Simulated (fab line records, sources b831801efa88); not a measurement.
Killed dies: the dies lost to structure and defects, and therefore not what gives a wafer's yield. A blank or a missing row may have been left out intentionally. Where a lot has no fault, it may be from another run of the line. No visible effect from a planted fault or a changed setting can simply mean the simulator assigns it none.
Struck lot and sound lot, side by side :: flow sky130 :: 21 steps out of a route of 708
Sound: wafers L644.1, L644.4, L644.5. Wafers L649.1, L649.2, L649.3 were the ones struck. The cause is named last.
Each step with rows lists, per side, the tool, then ch with its chambers, then its first start. Under that, the readings that differ: sound wafers :: struck wafers :: difference of the means :: sigmas: that difference in standard deviations of wafers without a fault.
alike: a reading whose means differ by less than 2 such deviations, as well as words and numbers matching on both sides. not compared: withheld readings; readings where some wafer has no value; bounds like >300 that might hide an equal value; numbers whose values overlap and for which the record gives no deviation.
A row with sigmas, a row that says differs or no value, or rows on one side alone: a step with any of these is where the two part. Non-overlapping numbers with no deviation appear without sigmas and do not part them. A reading that every wafer of one side lacks parts them only if that side has two wafers or more.

SKY_POLY_GATE_CD_MEAS_22:
  struck on cdSem-01, day 19 13:49; sound on cdSem-01, day 18 02:55
  alike: cdNm
then, 7 steps without rows for these wafers: SKY_LDD_N_DEHYDRATE_00 (time 60 s); SKY_LDD_N_HMDS_01 (prime time 60 s); SKY_LDD_N_COAT_02 (resist thk 300 nm); SKY_LDD_N_SOFTBAKE_03 (time 60 s); SKY_LDD_N_EXPOSE_04 (exposes mask NTM, target cd 840 nm); SKY_LDD_N_PEB_05; SKY_LDD_N_DEVELOP_06 (develop time 60 s).
SKY_LDD_N_OVL_MEAS_07:
  struck on overlay-02, day 20 20:04; sound on overlay-01, day 19 08:39
  alike: LDD_N_OVL
then, 3 steps without rows for these wafers: SKY_LDD_N_IMPLANT_08; SKY_LDD_N_IMPLANT_09; SKY_LDD_N_IMPLANT_10.
SKY_LDD_N_IMPLANT_11:
  sound on implanter-03 ch 0, day 19 09:08; struck on implanter-04 ch 0, day 20 20:33
reading: implantIonAmu
sound: 75 75 75
struck: 31 31 31
difference: -44
sigmas: 

reading: model.implant.rpNm (nm)
sound: 16.02 16.02 16.02
struck: 27.77 27.77 27.77
difference: +11.75
sigmas: 

reading: model.implant.drpNm (nm)
sound: 7.212 7.212 7.212
struck: 12.97 12.97 12.97
difference: +5.76
sigmas: 
then, 4 steps without rows for these wafers: SKY_LDD_N_IMPLANT_12; SKY_LDD_N_IMPLANT_13; SKY_LDD_N_IMPLANT_14; SKY_LDD_N_IMPLANT_15.
SKY_LDD_N_STRIP_16: strips in O2/N2.
  sound on plasmaAsher-02 ch 0,1, day 19 09:53; struck on plasmaAsher-02 ch 0,1, day 20 21:18
reading: stripTimeToEndpointS (s)
sound: 4.313 4.335 4.316
struck: 4.223 4.227 4.226
difference: -0.096
sigmas: -7
  alike: drypumpMotorCurrentA, oesProductAu
  not compared: rfHoursCounterH
SKY_LDD_N_TW_MEAS_17:
  struck on filmMetro-04, day 20 21:24; sound on filmMetro-04, day 19 10:01
reading: LDD_N_TW
sound: 2605 2585 2593
struck: 2561 2564 2553
difference: -35
sigmas: -3
then, 1 step without rows for these wafers: SKY_LDD_P_DEHYDRATE_00 (time 60 s).
-- a jump in the record: the struck wafers' starts before and after are 27 days apart (it breaks off in module LDD_P and resumes in module PAD_OPEN, where the first step shown is number 708 of the route) --
SKY_PAD_OPEN_PROBE_99:
  struck on prober-01, day 47 20:53; sound on prober-02, day 46 21:07
reading: model.etest.nfet_01v8_lvt.driveUaUm
sound: 597.8 583 591.6
struck: 608.3 616.1 619.6
difference: +23.9
sigmas: 

reading: model.etest.tipN.rsOhmSq
sound: 439.3 439 442.3
struck: 383.3 386.2 385.4
difference: -55.2
sigmas: 

reading: model.etest.nfet_01v8_swapped.driveUaUm
sound: 522.7 510.1 522.3
struck: 530.6 541.1 541.6
difference: +19.4
sigmas: 

reading: model.etest.nfet_01v8.driveUaUm
sound: 518.2 514.1 521.6
struck: 534.8 538.6 533.8
difference: +17.8
sigmas: 

reading: model.etest.sramNfetPass.driveUaUm
sound: 516.8 498.2 521.4
struck: 526.4 533.7 528.7
difference: +17.5
sigmas: 

reading: model.etest.nfet_01v8_turned.driveUaUm
sound: 514 515.7 521
struck: 527.1 524.8 535
difference: +12.1
sigmas: 

reading: model.etest.resNdiff.rsOhmSq
sound: 120.1 119.3 119.7
struck: 116.7 116.7 117
difference: -2.9
sigmas: 
  alike: killed_at_M0_to_M3, killed_at_M4_up, killedAtContacts, killedAtFrontEnd, killedAtOther, killedDies, killedOpen, killedShort
  not compared: model.etest.nfet_01v8.rOnOhmUm

## WHERE THEY PART
Earliest at SKY_LDD_N_STRIP_16; latest, in this record, at SKY_LDD_N_TW_MEAS_17. Later steps at which nothing parts them and some readings are alike: SKY_PAD_OPEN_PROBE_99.

WHY: what had been put in by the simulator
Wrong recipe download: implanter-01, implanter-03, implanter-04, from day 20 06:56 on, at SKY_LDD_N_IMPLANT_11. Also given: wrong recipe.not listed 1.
